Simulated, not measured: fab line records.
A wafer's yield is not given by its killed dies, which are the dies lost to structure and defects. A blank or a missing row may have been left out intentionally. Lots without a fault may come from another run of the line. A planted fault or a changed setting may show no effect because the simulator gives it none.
Matching of chambers / flow sfq line / SFQ_TRILAYER_I1_CMP_CMP_046 on cmp-01: 4 sister chambers
The step polishes SiO2. 7 wafers are shown with their chamber, then 7 later ones without.

== WAFERS PAIRED WITH THEIR CHAMBERS ==
wafer=L516.1; chamber=2; motor current A (A)=9.9; time to endpoint s (s)=212
wafer=L516.3; chamber=3; motor current A (A)=12.1; time to endpoint s (s)=240
wafer=L519.3; chamber=3; motor current A (A)=11.8; time to endpoint s (s)=227
wafer=L527.5; chamber=1; motor current A (A)=8.7; time to endpoint s (s)=212
wafer=L527.6; chamber=0; motor current A (A)=11.5; time to endpoint s (s)=217
wafer=L528.1; chamber=1; motor current A (A)=8.7; time to endpoint s (s)=217
wafer=L528.2; chamber=0; motor current A (A)=11.1; time to endpoint s (s)=219

== WAFERS MISSING THEIR CHAMBER ==
wafer=L528.5; motor current A (A)=9.9; time to endpoint s (s)=234
wafer=L530.4; motor current A (A)=10.1; time to endpoint s (s)=215
wafer=L530.1; motor current A (A)=10.7; time to endpoint s (s)=209
wafer=L530.2; motor current A (A)=8.3; time to endpoint s (s)=213
wafer=L531.1; motor current A (A)=10.5; time to endpoint s (s)=211
wafer=L531.2; motor current A (A)=11.7; time to endpoint s (s)=213
wafer=L531.5; motor current A (A)=10.6; time to endpoint s (s)=214

== WHICH CHAMBER EACH WENT THROUGH ==
wafer=L528.5; from the rows above=2; in truth=2
wafer=L530.4; from the rows above=2; in truth=2
wafer=L530.1; from the rows above=can't be placed: 0 or 2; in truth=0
wafer=L530.2; from the rows above=1; in truth=1
wafer=L531.1; from the rows above=can't be placed: 2 or 0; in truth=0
wafer=L531.2; from the rows above=can't be placed: 0 or 3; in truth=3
wafer=L531.5; from the rows above=can't be placed: 2 or 0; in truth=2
Correctly placed: 3 of 7. Not placeable from these rows: 4 (in 4, the candidates include the true chamber). 0 placed wrongly.
How it was worked out, from the rows above alone: a wafer's distance from a chamber is the root of the sum, over the readings, of the square of ((its reading less the chamber's mean) divided by the reading's scatter). If the next closest chamber is less than 2 further off than the closest, the wafer can't be placed; otherwise it belongs to the closest. Each chamber's mean is taken over the wafers shown for it. The scatter: take each reading less its chamber's mean, square it, sum over the shown wafers, divide by the number of wafers less the number of chambers, and take the root.
